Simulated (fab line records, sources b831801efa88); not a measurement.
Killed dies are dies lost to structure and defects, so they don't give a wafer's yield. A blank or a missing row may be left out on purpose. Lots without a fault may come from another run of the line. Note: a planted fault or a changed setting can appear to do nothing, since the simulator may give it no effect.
Split-lot trial / flow sky130 / 23 wafers read from 5 lots, route of 708 steps

== SPLIT DETAILS ==
At SKY_NWELL_IMPLANT_11, the setting dose cm2 was moved away from the recipe's 1.9e+13 on 8 of the 23 wafers read, by +3.2% to +4.6%. All remaining wafers had this setting at the recipe value.

== FROM THE SPLIT TO THE READING: what the file shows between them, 10 steps ==
- SKY_NWELL_IMPLANT_12
- SKY_NWELL_IMPLANT_13
- SKY_NWELL_STRIP_14: strips in O2/N2
- SKY_NWELL_TW_MEAS_15
- SKY_NWELL_SOFTBAKE_19 (also split here: temp c)
- SKY_NWELL_IMPLANT_24 (also split here: dose cm2)
- SKY_NWELL_STRIP_25: strips in O2/N2
- SKY_NWELL_TW_MEAS_26
- SKY_NWELL_CLEAN_27: cleans in SC1/SC2, time 150 s
- SKY_NWELL_RTA_28: time 30 s

== THE READING ==
NWELL_RS (ohm/sq), read at SKY_NWELL_RS_MEAS_29 with a four-point probe. A value of 625.2 ohm/sq with a standard deviation of 2.2 ohm/sq is what fault-free wafers of this fab line usually give.

wafer=L074.1; tool, chamber at the split=implanter-04, 0; dose cm2 as run=1.9e+13; against the recipe=recipe; NWELL_RS, ohm/sq=626.0; against lot-mates on the recipe=-
wafer=L074.2; tool, chamber at the split=implanter-04, 0; dose cm2 as run=1.961e+13; against the recipe=+3.2%; NWELL_RS, ohm/sq=614.6; against lot-mates on the recipe=-10.5
wafer=L074.3; tool, chamber at the split=implanter-04, 0; dose cm2 as run=1.9e+13; against the recipe=recipe; NWELL_RS, ohm/sq=624.2; against lot-mates on the recipe=-
wafer=L074.4; tool, chamber at the split=implanter-04, 0; dose cm2 as run=1.961e+13; against the recipe=+3.2%; NWELL_RS, ohm/sq=614.4; against lot-mates on the recipe=-10.7
wafer=L074.5; tool, chamber at the split=implanter-04, 0; dose cm2 as run=1.961e+13; against the recipe=+3.2%; NWELL_RS, ohm/sq=612.9; against lot-mates on the recipe=-12.2
wafer=L075.1; tool, chamber at the split=implanter-04, 0; dose cm2 as run=1.9e+13; against the recipe=recipe; NWELL_RS, ohm/sq=626.1; against lot-mates on the recipe=-
wafer=L075.4; tool, chamber at the split=implanter-04, 0; dose cm2 as run=1.9e+13; against the recipe=recipe; NWELL_RS, ohm/sq=624.7; against lot-mates on the recipe=-
wafer=L075.5; tool, chamber at the split=implanter-04, 0; dose cm2 as run=1.9e+13; against the recipe=recipe; NWELL_RS, ohm/sq=626.2; against lot-mates on the recipe=-
wafer=L077.1; tool, chamber at the split=implanter-04, 0; dose cm2 as run=1.9e+13; against the recipe=recipe; NWELL_RS, ohm/sq=625.6; against lot-mates on the recipe=-
wafer=L077.2; tool, chamber at the split=implanter-04, 0; dose cm2 as run=1.9e+13; against the recipe=recipe; NWELL_RS, ohm/sq=625.8; against lot-mates on the recipe=-
wafer=L077.4; tool, chamber at the split=implanter-04, 0; dose cm2 as run=1.9e+13; against the recipe=recipe; NWELL_RS, ohm/sq=626.3; against lot-mates on the recipe=-
wafer=L077.5; tool, chamber at the split=implanter-04, 0; dose cm2 as run=1.9e+13; against the recipe=recipe; NWELL_RS, ohm/sq=626.6; against lot-mates on the recipe=-
wafer=L077.6; tool, chamber at the split=implanter-04, 0; dose cm2 as run=1.9e+13; against the recipe=recipe; NWELL_RS, ohm/sq=625.8; against lot-mates on the recipe=-
wafer=L080.2; tool, chamber at the split=implanter-04, 0; dose cm2 as run=1.9e+13; against the recipe=recipe; NWELL_RS, ohm/sq=626.5; against lot-mates on the recipe=-
wafer=L080.3; tool, chamber at the split=implanter-04, 0; dose cm2 as run=1.987e+13; against the recipe=+4.6%; NWELL_RS, ohm/sq=611.1; against lot-mates on the recipe=-15.8
wafer=L080.4; tool, chamber at the split=implanter-04, 0; dose cm2 as run=1.9e+13; against the recipe=recipe; NWELL_RS, ohm/sq=627.7; against lot-mates on the recipe=-
wafer=L080.5; tool, chamber at the split=implanter-04, 0; dose cm2 as run=1.987e+13; against the recipe=+4.6%; NWELL_RS, ohm/sq=611.3; against lot-mates on the recipe=-15.6
wafer=L080.6; tool, chamber at the split=implanter-04, 0; dose cm2 as run=1.9e+13; against the recipe=recipe; NWELL_RS, ohm/sq=626.4; against lot-mates on the recipe=-
wafer=L084.1; tool, chamber at the split=implanter-04, 0; dose cm2 as run=1.985e+13; against the recipe=+4.5%; NWELL_RS, ohm/sq=610.7; against lot-mates on the recipe=-13.8
wafer=L084.2; tool, chamber at the split=implanter-04, 0; dose cm2 as run=1.985e+13; against the recipe=+4.5%; NWELL_RS, ohm/sq=609.3; against lot-mates on the recipe=-15.2
wafer=L084.3; tool, chamber at the split=implanter-04, 0; dose cm2 as run=1.985e+13; against the recipe=+4.5%; NWELL_RS, ohm/sq=611.2; against lot-mates on the recipe=-13.3
wafer=L084.5; tool, chamber at the split=implanter-04, 0; dose cm2 as run=1.9e+13; against the recipe=recipe; NWELL_RS, ohm/sq=623.5; against lot-mates on the recipe=-
wafer=L084.6; tool, chamber at the split=implanter-04, 0; dose cm2 as run=1.9e+13; against the recipe=recipe; NWELL_RS, ohm/sq=625.6; against lot-mates on the recipe=-

THE FIT
A straight line over all 23 wafers: NWELL_RS changes by -3.41 ohm/sq for each +1% of dose cm2; r = -0.99; the points scatter about the line by 1 ohm/sq.
The same after taking each lot's own level away (the mean of its wafers on the recipe; 23 wafers): -3.31 ohm/sq for each +1%; r = -0.99; scatter 0.79 ohm/sq.
On that fit, the largest move of dose cm2 shifts the reading by 15 ohm/sq.
Across the lots, their own levels run from 624.55 to 626.87 ohm/sq, a range of 1.1 times the standard deviation given above.
The two slopes agree, so the slope changes little with the lot-to-lot level.
Check: for one of the wafers moved furthest among these (+4.6%), held out of the fit, the line's prediction against its lot-mates is -15.1 ohm/sq. It came out at -15.8 ohm/sq against them.

== ADDITIONAL SPLITS CARRIED BY THESE WAFERS ==
Before the reading, these wafers also passed through other splits. Each is held against what the fit with the lots' levels taken away leaves over:
other split on the same wafers=SKY_FIELD_ISO_OXIDATION_01 ox time s; wafers away from the commonest value=10; r with NWELL_RS (lot level and that fit taken away)=+0.02
other split on the same wafers=SKY_FIELD_ISO_OXIDATION_22 ox time s; wafers away from the commonest value=18; r with NWELL_RS (lot level and that fit taken away)=+0.14
other split on the same wafers=SKY_PWDE_COAT_02 resist thk nm; wafers away from the commonest value=6; r with NWELL_RS (lot level and that fit taken away)=+0.00
other split on the same wafers=SKY_NWELL_SOFTBAKE_19 temp c; wafers away from the commonest value=7; r with NWELL_RS (lot level and that fit taken away)=-0.14
other split on the same wafers=SKY_NWELL_IMPLANT_24 dose cm2; wafers away from the commonest value=11; r with NWELL_RS (lot level and that fit taken away)=+0.27

== THE WHOLE CHAIN: every reading that the file lists as answering this split, in the file's order ==
step=SKY_NWELL_TW_MEAS_15; what it does=; reading=NWELL_TW; change (the file's fit)=+6.01 for each +1% of the setting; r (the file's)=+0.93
step=SKY_NWELL_RS_MEAS_29; what it does=measures by four-point-probe; reading=NWELL_RS; change (the file's fit)=-3.33 for each +1% of the setting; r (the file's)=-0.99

== THE FILE'S OWN FIT ==
NWELL_RS changes by -3.33 ohm/sq for each +1% of dose cm2, r = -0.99.
